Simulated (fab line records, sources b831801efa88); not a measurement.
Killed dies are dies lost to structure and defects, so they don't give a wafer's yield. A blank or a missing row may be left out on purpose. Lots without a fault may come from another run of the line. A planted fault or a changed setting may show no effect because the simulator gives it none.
fab line records | flow gf180mcu
record lots=5 wafers=15 last_day=32
route steps=602 shown V3@439 M4@456
lots that met no fault: from a run of the same line without faults
start_h: hours from the record's first day to the start of the lot's first wafer shown | wait_h: hours since the lot's step before | " the same as in the row above | L1.1+2: a row that stands for several wafers | - no value, or no start given | * or withheld: withheld | < > ~ a bound
route shown NAME@n: a module of which the file shows steps, and the number in the route of the first | usual: mean/standard deviation of fault-free wafers | same: alike in all rows | chamber/n: place in a boat | sites: the reading at each site | _std_site: their standard deviation | _edge_site: outer sites' mean less inner sites' | radius_mm: how far each site lies from the wafer's centre | mask NAME#n: copy n | behind: the tool/chamber that last shaped the wafer | hold: why the lot was held/for how many hours/how that ended | device: the transistor (n, p or np) that didn't switch | end of line: the same wafers' tests at the end of the route | a step without rows: its recipe alone | killed: dies lost to structure and defects at the first sort, not the wafer's yield | map: a wafer's dies, x killed, . not, _ none there
set.NAME: the setting as run; set.NAME@STEP: as run at that earlier step | model.NAME: the simulator's own value behind a step, which no gauge read
lots at some steps of the route; a table a step, a row a wafer
services: from which hour (start_h, from the record's first day; less than 0 if before it) a tool's chamber was out of use, for how many hours, and why
## steps
# step GF_V3_SOFTBAKE_10
# recipe temp_c=130 time_s=60 resist=KrF
# usual exhaust_pa=45.1/0.94
# same time_s=60
# columns lot.wafer tool chamber start_h wait_h exhaust_pa
L075.1 litho_track-04 0 - - 43.6
L075.2 " 0 " " 44.4
L075.3 " 0 " " 42.7
L081.2 litho_track-01 0 - - 47.3
L081.5 " 0 " " 45.4
L081.6 " 0 " " 45.3
L085.3 litho_track-04 0 - - 43.0
L085.4 " 0 " " 43.3
L085.6 " 0 " " 43.4
L087.1 litho_track-04 0 - - 44.4
L087.2 " 0 " " 45.3
L087.4 " 0 " " 44.9
L089.2 litho_track-01 0 - - 46.0
L089.3 " 0 " " 45.3
L089.4 " 0 " " 44.7
# step GF_V3_EXPOSE_11
# recipe mask_id=Via3 target_cd_nm=260 na=0.68 source_shape=conventional sigma_outer=0.6 dose_mj=38
# columns lot.wafer tool chamber start_h wait_h mask
L075.1+2+3 krf_scanner-02 0 - - Via3#0
L081.2+5+6 krf_scanner-02 0 - - Via3#0
L085.3+4+6 krf_scanner-02 0 - - Via3#0
L087.1+2+4 krf_scanner-01 0 - - Via3#0
L089.2+3+4 krf_scanner-02 0 - - Via3#0
# step GF_V3_PEB_12
# recipe peb_temp_c=135 peb_time_s=90 resist=KrF
# usual exhaust_pa=44.9/0.91
# columns lot.wafer tool chamber start_h wait_h exhaust_pa
L075.1 litho_track-02 0 - - 44.2
L075.2 " 0 " " 44.2
L075.3 " 0 " " 44.6
L081.2 litho_track-02 0 - - 44.7
L081.5 " 0 " " 46.1
L081.6 " 0 " " 45.1
L085.3 litho_track-01 0 - - 46.3
L085.4 " 0 " " 45.2
L085.6 " 0 " " 45.9
L087.1 litho_track-04 0 - - 46.7
L087.2 " 0 " " 45.0
L087.4 " 0 " " 45.9
L089.2 litho_track-02 0 - - 45.4
L089.3 " 0 " " 45.6
L089.4 " 0 " " 46.4
# step GF_V3_DEVELOP_13
# recipe develop_time_s=60 resist=KrF dev_temp_c=21
# usual exhaust_pa=44.9/0.81
# columns lot.wafer tool chamber start_h wait_h exhaust_pa
L075.1 litho_track-02 0 523.75 0.2 44.5
L075.2 " 0 " " 45.6
L075.3 " 0 " " 45.3
L081.2 litho_track-02 0 588.27 0.2 45.3
L081.5 " 0 " " 44.6
L081.6 " 0 " " 43.9
L085.3 litho_track-01 0 614.63 0.1 44.9
L085.4 " 0 " " 44.6
L085.6 " 0 " " 45.6
L087.1 litho_track-04 0 624.47 0.2 43.5
L087.2 " 0 " " 43.4
L087.4 " 0 " " 43.9
L089.2 litho_track-02 0 635.67 0.2 45.5
L089.3 " 0 " " 45.7
L089.4 " 0 " " 46.6
# step GF_V3_CD_MEAS_14
# recipe target_cd_nm=260
# usual cd_nm=260.1/1.2
# columns lot.wafer tool chamber start_h wait_h cd_nm
L075.1 cd_sem-01 - 523.90 0.1 259.4
L075.2 " - " " 260.3
L075.3 " - " " 258.9
L081.2 cd_sem-01 - 588.42 0.1 260.7
L081.5 " - " " 260.9
L081.6 " - " " 261.3
L085.3 cd_sem-02 - 614.77 0.1 259.8
L085.4 " - " " 260.4
L085.6 " - " " 260.6
L087.1 cd_sem-02 - 624.62 0.1 258.7
L087.2 " - " " 259.9
L087.4 " - " " 258.2
L089.2 cd_sem-01 - 635.82 0.1 260.0
L089.3 " - " " 259.3
L089.4 " - " " 260.5
# step GF_V3_OVL_MEAS_15
# usual V3_OVL=-3/4.5
# columns lot.wafer tool chamber start_h wait_h V3_OVL[nm]
L075.1 overlay-02 - 524.02 0.1 1
L075.2 " - " " 8
L075.3 " - " " 1
L081.2 overlay-02 - 588.52 0.1 -14
L081.5 " - " " -4
L081.6 " - " " -9
L085.3 overlay-02 - 614.86 0.1 -5
L085.4 " - " " -7
L085.6 " - " " -8
L087.1 overlay-02 - 624.74 0.1 -10
L087.2 " - " " 1
L087.4 " - " " 1
L089.2 overlay-02 - 635.92 0.1 -1
L089.3 " - " " -2
L089.4 " - " " -4
# step GF_V3_ETCH_16
# recipe chemistry=N2/H2 target_depth_a=withheld overetch_a=withheld time_s=withheld target=BARC ion_energy_ev=200 source_w=500 bias_w=100 pressure_mtorr=30 n2_flow_sccm=100 h2_flow_sccm=200
# usual drypump_motor_current_A=5.8/0.49 oes_product_au=0.855/0.0051 throttle_valve_pct=13.226/0.009
# columns lot.wafer tool chamber start_h wait_h drypump_motor_current_A oes_product_au throttle_valve_pct
L075.1 rie_diel-04 2 524.05 0.0 6.1 0.850 13.221
L075.2 " 1 " " 4.9 0.850 13.227
L075.3 " 3 " " 5.8 0.862 13.228
L081.2 rie_diel-01 3 588.55 0.0 6.5 0.859 13.229
L081.5 " 1 " " 5.2 0.855 13.228
L081.6 " 2 " " 5.5 0.854 13.243
L085.3 rie_diel-04 1 614.89 0.0 4.9 0.858 13.209
L085.4 " 2 " " 6.1 0.852 13.239
L085.6 " 0 " " 6.2 0.863 13.216
L087.1 rie_diel-01 3 624.77 0.0 6.5 0.859 13.218
L087.2 " 0 " " 5.9 0.856 13.239
L087.4 " 2 " " 5.4 0.859 13.217
L089.2 rie_diel-01 3 635.95 0.0 6.4 0.859 13.232
L089.3 " 2 " " 5.4 0.852 13.226
L089.4 " 1 " " 5.2 0.853 13.228
# step GF_V3_ETCH_17
# recipe chemistry=C4F8/O2/Ar mask_material=KrF target=SiO2 stop_on=TiN source_w=1500 bias_w=1200 pressure_mtorr=40 c4f8_flow_sccm=withheld O2_flow_sccm=6 Ar_flow_sccm=300 time_s=withheld target_depth_a=6350
# usual oes_product_au=0.856/0.0051
# columns lot.wafer tool chamber start_h wait_h oes_product_au
L075.1 rie_diel-04 2 - - 0.853
L075.2 " 1 " " 0.859
L075.3 " 3 " " 0.856
L081.2 rie_diel-01 3 - - 0.859
L081.5 " 1 " " 0.852
L081.6 " 2 " " 0.860
L085.3 rie_diel-04 1 - - 0.855
L085.4 " 2 " " 0.859
L085.6 " 0 " " 0.862
L087.1 rie_diel-01 3 - - 0.861
L087.2 " 0 " " 0.861
L087.4 " 2 " " 0.852
L089.2 rie_diel-01 3 - - 0.862
L089.3 " 2 " " 0.844
L089.4 " 1 " " 0.848
# step GF_V3_STRIP_18
# recipe chemistry=O2/N2 power_w=1400 pressure_mtorr=1500 platen_temp_c=250 o2_flow_sccm=3000 n2_flow_sccm=300 overash_fraction=0.5
# usual drypump_motor_current_A=5.7/0.37 heater_power_w=303/34 oes_product_au=0.593/0.0052
# columns lot.wafer tool chamber start_h wait_h drypump_motor_current_A heater_power_w oes_product_au rf_hours_counter_h
L075.1 plasma_asher-03 1 524.18 - 6.4 242 0.593 42
L075.2 " 0 " " 5.2 282 0.595 42
L075.3 " 0 " " 5.2 279 0.599 -
L081.2 plasma_asher-01 1 588.68 - 5.5 325 0.598 16
L081.5 " 0 " " 5.5 294 0.595 -
L081.6 " 1 " " 5.5 331 0.591 -
L085.3 plasma_asher-04 0 615.05 - 6.0 319 0.598 -
L085.4 " 1 " " 5.4 352 0.590 -
L085.6 " 0 " " 6.0 313 0.584 -
L087.1 plasma_asher-03 1 624.90 - 6.4 233 0.593 53
L087.2 " 0 " " 5.3 280 0.601 53
L087.4 " 0 " " 5.3 277 0.601 -
L089.2 plasma_asher-03 0 636.08 - 5.2 278 0.594 54
L089.3 " 1 " " 6.4 243 0.588 -
L089.4 " 0 " " 5.2 279 0.589 -
# step GF_V3_STRIP_19
# recipe chemistry=post_etch_residue_remover time_s=1200 temp_c=72.5
# same time_s=1200
# columns lot.wafer tool chamber start_h wait_h
L075.1+2+3 wet_bench-01 3 524.28 0.1
L081.2+5+6 wet_bench-01 1 588.78 0.1
L085.3+4+6 wet_bench-01 0 615.12 0.0
L087.1+2+4 wet_bench-04 2 625.00 0.1
L089.2+3+4 wet_bench-03 2 636.18 0.1
# step GF_V3_CLEAN_20
# recipe chemistry=DIW dry=n2_spin
# columns lot.wafer tool chamber start_h wait_h
L075.1+2+3 wet_bench-03 2 524.63 0.0
L081.2+5+6 wet_bench-04 3 589.12 0.0
L085.3+4+6 wet_bench-03 2 615.49 0.0
L087.1+2+4 wet_bench-01 2 625.34 0.0
L089.2+3+4 wet_bench-01 2 636.87 0.0
# step GF_V3_SPUTTER_21
# recipe material=Ti target_thk_nm=15 chamber_pressure_pa=5 power_w=2500 substrate_temp_c=200 time_s=80.02
# usual throttle_valve_pct=30.1/1.4
# same time_s=80.02
# columns lot.wafer tool chamber start_h wait_h throttle_valve_pct
L075.1 pvd_sputter-04 - 524.72 0.0 30.5
L075.2 " - " " 30.4
L075.3 " - " " 28.8
L081.2 pvd_sputter-03 - 589.22 0.0 30.6
L081.5 " - " " 32.9
L081.6 " - " " 28.2
L085.3 pvd_sputter-03 - 615.59 0.0 32.7
L085.4 " - " " 28.2
L085.6 " - " " 30.6
L087.1 pvd_sputter-03 - 625.43 0.0 32.5
L087.2 " - " " 30.8
L087.4 " - " " 28.3
L089.2 pvd_sputter-03 - 636.96 0.0 28.2
L089.3 " - " " 32.7
L089.4 " - " " 30.8
# step GF_V3_SPUTTER_22
# recipe material=TiN target_thk_nm=10 chamber_pressure_pa=5 power_w=4000 time_s=40
# usual throttle_valve_pct=30.1/1.4
# same time_s=40
# columns lot.wafer tool chamber start_h wait_h throttle_valve_pct
L075.1 pvd_sputter-04 - 524.78 0.0 30.8
L075.2 " - " " 30.5
L075.3 " - " " 28.8
L081.2 pvd_sputter-03 - 589.28 0.0 30.6
L081.5 " - " " 32.7
L081.6 " - " " 28.3
L085.3 pvd_sputter-03 - 615.65 0.0 32.8
L085.4 " - " " 28.2
L085.6 " - " " 30.7
L087.1 pvd_sputter-03 - 625.50 0.0 32.6
L087.2 " - " " 30.6
L087.4 " - " " 28.4
L089.2 pvd_sputter-03 - 637.02 0.0 28.3
L089.3 " - " " 32.5
L089.4 " - " " 30.7
# step GF_V3_CVD_23
# recipe material=W target_thk_nm=350 time_s=104.9 temp_c=400 pressure_torr=40
# usual chamber_pressure_Torr=40.00/0.08 heater_power_w=815/66
# same time_s=104.9
# columns lot.wafer tool chamber start_h wait_h chamber_pressure_Torr heater_power_w
L075.1 cvd_w-01 0 524.82 0.0 39.93 848
L075.2 " 1 " " 39.98 908
L075.3 " 0 " " 39.88 817
L081.2 cvd_w-02 1 589.32 0.0 40.08 789
L081.5 " 1 " " 39.85 773
L081.6 " 0 " " 39.97 743
L085.3 cvd_w-02 1 615.73 0.1 39.93 785
L085.4 " 0 " " 39.99 756
L085.6 " 1 " " 40.02 774
L087.1 cvd_w-02 0 625.53 0.0 39.93 745
L087.2 " 1 " " 40.13 779
L087.4 " 1 " " 39.95 778
L089.2 cvd_w-01 0 637.06 0.0 39.96 851
L089.3 " 1 " " 39.95 922
L089.4 " 0 " " 39.95 850
# step GF_V3_RS_MEAS_24
# recipe thk_meas_gauge=four-point-probe reads=W_of_V3_CVD_23+TiN_of_V3_SPUTTER_22+Ti_of_V3_SPUTTER_21
# usual V3_W_RS=0.327/0.0034
# columns lot.wafer tool chamber start_h wait_h V3_W_RS[ohm/sq]
L075.1 film_metro-01 - 524.93 0.1 0.322
L075.2 " - " " 0.324
L075.3 " - " " 0.327
L081.2 film_metro-02 - 589.45 0.1 0.329
L081.5 " - " " 0.331
L081.6 " - " " 0.327
L085.3 film_metro-02 - 615.84 0.1 0.331
L085.4 " - " " 0.331
L085.6 " - " " 0.331
L087.1 film_metro-01 - 625.65 0.1 0.330
L087.2 " - " " 0.322
L087.4 " - " " 0.328
L089.2 film_metro-01 - 637.19 0.1 0.330
L089.3 " - " " 0.328
L089.4 " - " " 0.329
# step GF_V3_THK_MEAS_25
# recipe thk_meas_gauge=xrf reads=W_of_V3_CVD_23
# usual V3_W_THK=369/7.4
# columns lot.wafer tool chamber start_h wait_h V3_W_THK[nm]
L075.1 film_metro-01 - 525.05 0.1 379
L075.2 " - " " 374
L075.3 " - " " 373
L081.2 film_metro-02 - 589.56 0.1 354
L081.5 " - " " 355
L081.6 " - " " 357
L085.3 film_metro-02 - 615.94 0.1 357
L085.4 " - " " 357
L085.6 " - " " 357
L087.1 film_metro-01 - 625.77 0.1 366
L087.2 " - " " 376
L087.4 " - " " 371
L089.2 film_metro-01 - 637.30 0.1 371
L089.3 " - " " 369
L089.4 " - " " 367
# step GF_V3_CMP_26
# recipe stop_on=SiO2 down_force_psi=3.5 platen_rpm=60 t_overpolish_s=15 target_thk_nm=0 pad_velocity_m_s=0.94248
# usual head_pressure_psi=3.502/0.0073 motor_current_A=10.9/0.66 overpolish_run_s=15.000/0.0086 time_to_endpoint_s=83.9/2.9
# columns lot.wafer tool chamber start_h wait_h head_pressure_psi motor_current_A overpolish_run_s time_to_endpoint_s
L075.2 cmp-01 0 525.11 0.0 3.508 11.4 14.991 84.2
L075.1 " 1 " " 3.499 12.0 15.005 85.0
L075.3 " 3 " " 3.503 11.5 15.008 83.7
L081.2 cmp-02 0 589.71 0.1 3.511 11.7 15.008 83.4
L081.6 " 2 " " 3.499 9.9 15.000 78.5
L081.5 " 3 " " 3.499 11.4 14.998 82.6
L085.4 cmp-01 1 615.98 0.0 3.502 11.4 14.988 82.4
L085.3 " 3 " " 3.498 11.4 15.003 83.4
L085.6 " 2 " " 3.506 11.2 15.006 80.8
L087.2 cmp-02 1 625.83 0.0 3.525 10.2 14.990 79.4
L087.4 " 3 " " 3.496 10.8 14.996 84.5
L087.1 " 0 " " 3.505 12.0 14.975 80.6
L089.4 cmp-02 3 637.35 0.0 3.510 11.0 15.003 82.2
L089.2 " 0 " " 3.506 11.4 15.022 83.6
L089.3 " 2 " " 3.488 10.2 14.990 83.2
# step GF_M4_SPUTTER_00
# recipe material=Ti target_thk_nm=37.5 arriving_ion_energy_ev=80 substrate_temp_c=200 chamber_pressure_pa=2 power_w=4000 time_s=150
# usual throttle_valve_pct=29.8/1.4
# same time_s=150
# columns lot.wafer tool chamber start_h wait_h throttle_valve_pct
L075.1 pvd_sputter-01 - 525.41 0.2 30.9
L075.2 " - " " 28.0
L075.3 " - " " 29.9
L081.2 pvd_sputter-02 - 589.91 0.1 28.1
L081.5 " - " " 28.0
L081.6 " - " " 29.0
L085.3 pvd_sputter-02 - 616.28 0.1 29.6
L085.4 " - " " 28.9
L085.6 " - " " 28.9
L087.1 pvd_sputter-01 - 626.13 0.1 30.8
L087.2 " - " " 31.3
L087.4 " - " " 29.8
L089.2 pvd_sputter-03 - 637.65 0.2 32.6
L089.3 " - " " 30.0
L089.4 " - " " 30.8
# step GF_M4_SPUTTER_01
# recipe material=TiN target_thk_nm=30 power_w=6500 time_s=25 chamber_pressure_pa=0.4
# usual throttle_valve_pct=29.8/1.4
# same time_s=25
# columns lot.wafer tool chamber start_h wait_h throttle_valve_pct
L075.1 pvd_sputter-01 - 525.51 0.1 30.7
L075.2 " - " " 27.6
L075.3 " - " " 30.0
L081.2 pvd_sputter-02 - 590.01 0.1 28.1
L081.5 " - " " 27.9
L081.6 " - " " 29.0
L085.3 pvd_sputter-02 - 616.38 0.1 29.6
L085.4 " - " " 28.8
L085.6 " - " " 29.0
L087.1 pvd_sputter-01 - 626.23 0.1 30.7
L087.2 " - " " 31.1
L087.4 " - " " 29.9
L089.2 pvd_sputter-03 - 637.75 0.1 32.8
L089.3 " - " " 30.0
L089.4 " - " " 30.5
# step GF_M4_SPUTTER_02
# recipe material=AlCu target_thk_nm=450 power_w=10600 time_s=23.9 chamber_pressure_pa=0.4
# usual throttle_valve_pct=29.8/1.4
# same time_s=23.9
# columns lot.wafer tool chamber start_h wait_h throttle_valve_pct
L075.1 pvd_sputter-01 - 525.54 0.0 31.0
L075.2 " - " " 27.7
L075.3 " - " " 30.0
L081.2 pvd_sputter-02 - 590.04 0.0 28.3
L081.5 " - " " 28.3
L081.6 " - " " 28.9
L085.3 pvd_sputter-02 - 616.41 0.0 29.5
L085.4 " - " " 29.2
L085.6 " - " " 29.2
L087.1 pvd_sputter-01 - 626.26 0.0 30.8
L087.2 " - " " 31.3
L087.4 " - " " 29.8
L089.2 pvd_sputter-03 - 637.78 0.0 32.8
L089.3 " - " " 30.0
L089.4 " - " " 30.7
# step GF_M4_SPUTTER_03
# recipe material=Ti target_thk_nm=10 substrate_temp_c=300 chamber_pressure_pa=0.3 power_w=3000 time_s=6.7
# usual throttle_valve_pct=29.8/1.3
# same time_s=6.7
# columns lot.wafer tool chamber start_h wait_h throttle_valve_pct
L075.1 pvd_sputter-01 - 525.57 0.0 31.0
L075.2 " - " " 27.7
L075.3 " - " " 29.7
L081.2 pvd_sputter-02 - 590.07 0.0 28.1
L081.5 " - " " 28.2
L081.6 " - " " 28.9
L085.3 pvd_sputter-02 - 616.44 0.0 29.8
L085.4 " - " " 29.1
L085.6 " - " " 29.0
L087.1 pvd_sputter-01 - 626.29 0.0 30.8
L087.2 " - " " 31.5
L087.4 " - " " 29.7
L089.2 pvd_sputter-03 - 637.81 0.0 32.4
L089.3 " - " " 30.0
L089.4 " - " " 30.3
# step GF_M4_SPUTTER_04
# recipe material=TiN target_thk_nm=50 power_w=6500 time_s=41.7 chamber_pressure_pa=0.4
# usual throttle_valve_pct=29.8/1.4
# same time_s=41.7
# columns lot.wafer tool chamber start_h wait_h throttle_valve_pct
L075.1 pvd_sputter-01 - 525.59 0.0 30.8
L075.2 " - " " 28.2
L075.3 " - " " 30.0
L081.2 pvd_sputter-02 - 590.09 0.0 27.9
L081.5 " - " " 27.9
L081.6 " - " " 29.0
L085.3 pvd_sputter-02 - 616.46 0.0 29.7
L085.4 " - " " 29.1
L085.6 " - " " 29.0
L087.1 pvd_sputter-01 - 626.31 0.0 30.6
L087.2 " - " " 31.3
L087.4 " - " " 29.9
L089.2 pvd_sputter-03 - 637.83 0.0 32.8
L089.3 " - " " 30.1
L089.4 " - " " 30.3
# step GF_M4_RS_MEAS_05
# recipe thk_meas_gauge=four-point-probe reads=TiN_of_M4_SPUTTER_04+Ti_of_M4_SPUTTER_03+AlCu_of_M4_SPUTTER_02+TiN_of_M4_SPUTTER_01+Ti_of_M4_SPUTTER_00
# usual M4_ALCU_RS=0.0697/0.00063
# columns lot.wafer tool chamber start_h wait_h M4_ALCU_RS[ohm/sq]
L075.1 film_metro-01 - 525.63 0.0 0.0692
L075.2 " - " " 0.0710
L075.3 " - " " 0.0697
L081.2 film_metro-01 - 590.15 0.0 0.0698
L081.5 " - " " 0.0697
L081.6 " - " " 0.0693
L085.3 film_metro-03 - 616.54 0.1 0.0697
L085.4 " - " " 0.0697
L085.6 " - " " 0.0701
L087.1 film_metro-03 - 626.35 0.0 0.0694
L087.2 " - " " 0.0706
L087.4 " - " " 0.0696
L089.2 film_metro-01 - 637.89 0.0 0.0699
L089.3 " - " " 0.0699
L089.4 " - " " 0.0705
# step GF_M4_THK_MEAS_06
# recipe thk_meas_gauge=xrf reads=AlCu_of_M4_SPUTTER_02
# usual M4_ALCU_THK=445/5
# columns lot.wafer tool chamber start_h wait_h M4_ALCU_THK[nm]
L075.1 film_metro-01 - 525.75 0.1 450
L075.2 " - " " 434
L075.3 " - " " 444
L081.2 film_metro-01 - 590.26 0.1 443
L081.5 " - " " 443
L081.6 " - " " 447
L085.3 film_metro-03 - 616.64 0.1 444
L085.4 " - " " 442
L085.6 " - " " 441
L087.1 film_metro-03 - 626.47 0.1 443
L087.2 " - " " 436
L087.4 " - " " 443
L089.2 film_metro-01 - 638.00 0.1 446
L089.3 " - " " 444
L089.4 " - " " 441
# step GF_M4_DEHYDRATE_07
# recipe temp_c=200 time_s=60
# usual exhaust_pa=45.1/0.85
# same time_s=60
# columns lot.wafer tool chamber start_h wait_h exhaust_pa
L075.1 litho_track-04 0 537.02 11.3 45.2
L075.2 " 0 " " 46.3
L075.3 " 0 " " 46.2
L081.2 litho_track-04 0 599.74 9.5 45.1
L081.5 " 0 " " 45.9
L081.6 " 0 " " 45.6
L085.3 litho_track-04 0 625.97 9.3 44.4
L085.4 " 0 " " 43.6
L085.6 " 0 " " 44.3
L087.1 litho_track-03 0 635.91 9.4 45.4
L087.2 " 0 " " 47.2
L087.4 " 0 " " 45.9
L089.2 litho_track-04 0 647.04 9.0 44.3
L089.3 " 0 " " 44.8
L089.4 " 0 " " 44.0
# step GF_M4_HMDS_08
# recipe prime_time_s=60 prime_temp_c=120
# usual exhaust_pa=44.9/0.98
# columns lot.wafer tool chamber start_h wait_h exhaust_pa
L075.1 litho_track-04 0 537.17 0.1 44.5
L075.2 " 0 " " 45.2
L075.3 " 0 " " 45.3
L081.2 litho_track-04 0 599.89 0.1 44.5
L081.5 " 0 " " 45.1
L081.6 " 0 " " 44.0
L085.3 litho_track-04 0 626.12 0.1 44.6
L085.4 " 0 " " 45.6
L085.6 " 0 " " 45.1
L087.1 litho_track-03 0 636.06 0.1 45.2
L087.2 " 0 " " 44.6
L087.4 " 0 " " 45.3
L089.2 litho_track-04 0 647.19 0.1 43.5
L089.3 " 0 " " 44.8
L089.4 " 0 " " 43.8
# step GF_M4_COAT_09
# recipe resist=KrF spin_rpm=withheld resist_thk_nm=1000
# usual dispense_pressure_kPa=48.0/1.7 exhaust_pa=44.8/1
# columns lot.wafer tool chamber start_h wait_h dispense_pressure_kPa exhaust_pa
L075.1 litho_track-04 0 537.32 0.1 48.4 43.8
L075.2 " 0 " " 48.5 43.5
L075.3 " 0 " " 48.5 44.7
L081.2 litho_track-04 0 600.04 0.1 48.5 45.3
L081.5 " 0 " " 48.5 46.4
L081.6 " 0 " " 48.5 45.9
L085.3 litho_track-04 0 626.27 0.1 48.5 47.0
L085.4 " 0 " " 48.5 45.4
L085.6 " 0 " " 48.5 45.6
L087.1 litho_track-03 0 636.21 0.1 44.2 44.4
L087.2 " 0 " " 44.3 43.1
L087.4 " 0 " " 44.3 42.7
L089.2 litho_track-04 0 647.34 0.1 48.5 44.4
L089.3 " 0 " " 48.5 42.6
L089.4 " 0 " " 48.4 45.1
# step GF_M4_SOFTBAKE_10
# recipe temp_c=130 time_s=60 resist=KrF
# usual exhaust_pa=44.8/0.89
# same time_s=60
# columns lot.wafer tool chamber start_h wait_h exhaust_pa
L075.1 litho_track-04 0 537.47 0.1 43.8
L075.2 " 0 " " 45.4
L075.3 " 0 " " 42.9
L081.2 litho_track-04 0 600.19 0.1 43.2
L081.5 " 0 " " 46.4
L081.6 " 0 " " 44.6
L085.3 litho_track-04 0 626.42 0.1 44.1
L085.4 " 0 " " 44.4
L085.6 " 0 " " 44.4
L087.1 litho_track-03 0 636.36 0.1 44.5
L087.2 " 0 " " 43.4
L087.4 " 0 " " 44.5
L089.2 litho_track-04 0 647.49 0.1 44.2
L089.3 " 0 " " 43.0
L089.4 " 0 " " 45.1
# step GF_M4_EXPOSE_11
# recipe mask_id=Metal4 target_cd_nm=280 na=0.68 source_shape=conventional sigma_outer=0.6 dose_mj=28
# columns lot.wafer tool chamber start_h wait_h mask
L075.1+2+3 krf_scanner-01 0 - - Metal4#0
L081.2+5+6 krf_scanner-01 0 - - Metal4#0
L085.3+4+6 krf_scanner-01 0 - - Metal4#0
L087.1+2+4 krf_scanner-02 0 - - Metal4#0
L089.2+3+4 krf_scanner-01 0 - - Metal4#0
# step GF_M4_PEB_12
# recipe peb_temp_c=135 peb_time_s=90 resist=KrF
# usual exhaust_pa=45.1/1
# columns lot.wafer tool chamber start_h wait_h exhaust_pa
L075.1 litho_track-03 0 - - 44.7
L075.2 " 0 " " 44.2
L075.3 " 0 " " 47.5
L081.2 litho_track-03 0 - - 41.8
L081.5 " 0 " " 43.0
L081.6 " 0 " " 43.4
L085.3 litho_track-04 0 - - 44.7
L085.4 " 0 " " 43.6
L085.6 " 0 " " 46.1
L087.1 litho_track-03 0 - - 44.4
L087.2 " 0 " " 43.8
L087.4 " 0 " " 44.8
L089.2 litho_track-03 0 - - 43.6
L089.3 " 0 " " 44.1
L089.4 " 0 " " 44.9
# step GF_M4_DEVELOP_13
# recipe develop_time_s=60 dev_temp_c=21
# usual exhaust_pa=45.0/0.86
# columns lot.wafer tool chamber start_h wait_h exhaust_pa
L075.1 litho_track-03 0 549.41 0.2 44.9
L075.2 " 0 " " 44.8
L075.3 " 0 " " 45.3
L081.2 litho_track-03 0 610.83 0.2 45.7
L081.5 " 0 " " 45.2
L081.6 " 0 " " 44.8
L085.3 litho_track-04 0 636.42 0.1 45.8
L085.4 " 0 " " 44.6
L085.6 " 0 " " 45.3
L087.1 litho_track-03 0 646.26 0.2 44.6
L087.2 " 0 " " 44.7
L087.4 " 0 " " 45.7
L089.2 litho_track-03 0 657.28 0.2 45.1
L089.3 " 0 " " 44.1
L089.4 " 0 " " 43.8
# step GF_M4_CD_MEAS_14
# recipe target_cd_nm=280
# usual cd_nm=280.2/1.3
# columns lot.wafer tool chamber start_h wait_h cd_nm
L075.1 cd_sem-02 - 549.56 0.1 280.5
L075.2 " - " " 280.6
L075.3 " - " " 281.0
L081.2 cd_sem-02 - 610.98 0.1 282.6
L081.5 " - " " 283.1
L081.6 " - " " 282.3
L085.3 cd_sem-01 - 636.56 0.1 280.5
L085.4 " - " " 280.2
L085.6 " - " " 281.2
L087.1 cd_sem-02 - 646.41 0.1 281.1
L087.2 " - " " 280.3
L087.4 " - " " 281.8
L089.2 cd_sem-01 - 657.43 0.1 280.4
L089.3 " - " " 281.9
L089.4 " - " " 280.7
# step GF_M4_OVL_MEAS_15
# usual M4_OVL=-2/5.2
# columns lot.wafer tool chamber start_h wait_h M4_OVL[nm]
L075.1 overlay-02 - 549.68 0.1 -2
L075.2 " - " " -1
L075.3 " - " " -5
L081.2 overlay-02 - 611.08 0.1 -2
L081.5 " - " " -2
L081.6 " - " " 5
L085.3 overlay-01 - 636.65 0.1 -12
L085.4 " - " " -9
L085.6 " - " " -5
L087.1 overlay-01 - 646.53 0.1 -3
L087.2 " - " " 1
L087.4 " - " " 2
L089.2 overlay-02 - 657.53 0.1 2
L089.3 " - " " 0
L089.4 " - " " 8
# step GF_M4_METAL_ETCH_16
# recipe chemistry=Cl2/BCl3 mask_material=KrF target_depth_nm=627.5 stop_on=SiO2 pressure_mtorr=8 icp_w=800 bias_w=140 Cl2_flow_sccm=80 bcl3_flow_sccm=40 time_s=104.6
# usual bcl3_flow_sccm=40.00/0.12 drypump_motor_current_A=6.0/0.46 oes_product_au=0.971/0.006 throttle_valve_pct=28.251/0.0098
# same time_s=104.6
# columns lot.wafer tool chamber start_h wait_h bcl3_flow_sccm drypump_motor_current_A oes_product_au rf_hours_counter_h throttle_valve_pct
L075.1 rie_metal-01 0 549.71 0.0 39.89 6.4 0.969 11 28.236
L075.2 " 1 " " 39.92 6.2 0.957 7 28.257
L075.3 " 1 " " 40.04 6.1 0.979 - 28.238
L081.2 rie_metal-04 0 611.11 0.0 40.15 5.1 0.981 9 28.242
L081.5 " 1 " " 39.95 6.0 0.971 - 28.249
L081.6 " 0 " " 40.06 5.1 0.982 - 28.254
L085.3 rie_metal-01 0 636.71 0.1 40.07 6.4 0.965 - 28.269
L085.4 " 1 " " 39.92 6.1 0.964 - 28.246
L085.6 " 1 " " 39.87 6.1 0.966 - 28.250
L087.1 rie_metal-01 1 646.56 0.0 39.95 6.1 0.969 10 28.260
L087.2 " 0 " " 40.00 6.4 0.961 2 28.247
L087.4 " 1 " " 40.09 6.1 0.973 - 28.250
L089.2 rie_metal-03 0 657.60 0.1 40.20 5.9 0.975 - 28.261
L089.3 " 0 " " 40.06 5.9 0.978 - 28.247
L089.4 " 0 " " 39.92 5.9 0.968 - 28.238
## services
# columns tool chamber start_h hours kind
cvd_w-02 1 497.02 5.3 repair
krf_scanner-01 - 501.07 2.9 repair
krf_scanner-02 - 505.59 0.9 repair
pvd_sputter-01 - 506.63 14.9 repair
krf_scanner-01 - 521.71 1.0 pm
krf_scanner-02 - 535.22 1.0 pm
krf_scanner-01 - 541.96 0.8 pm
pvd_sputter-01 - 551.93 1.0 repair
krf_scanner-02 - 561.41 4.4 pm
cmp-02 - 570.14 2.7 repair
cmp-02 - 572.81 4.0 pm
krf_scanner-01 - 573.35 0.8 pm
rie_diel-01 0 578.84 7.4 repair
krf_scanner-01 - 584.11 1.3 pm
krf_scanner-02 - 585.67 1.3 pm
rie_diel-04 2 591.13 4.7 repair
cvd_w-02 0 603.52 4.0 repair
rie_diel-04 1 616.71 11.0 repair
wet_bench-03 - 623.88 1.6 repair
krf_scanner-01 - 625.61 0.2 repair
rie_diel-01 0 630.49 126.8 repair
rie_diel-04 3 640.00 3.0 repair
krf_scanner-02 - 642.30 2.7 repair
krf_scanner-02 - 647.27 0.8 pm
## key
fault none
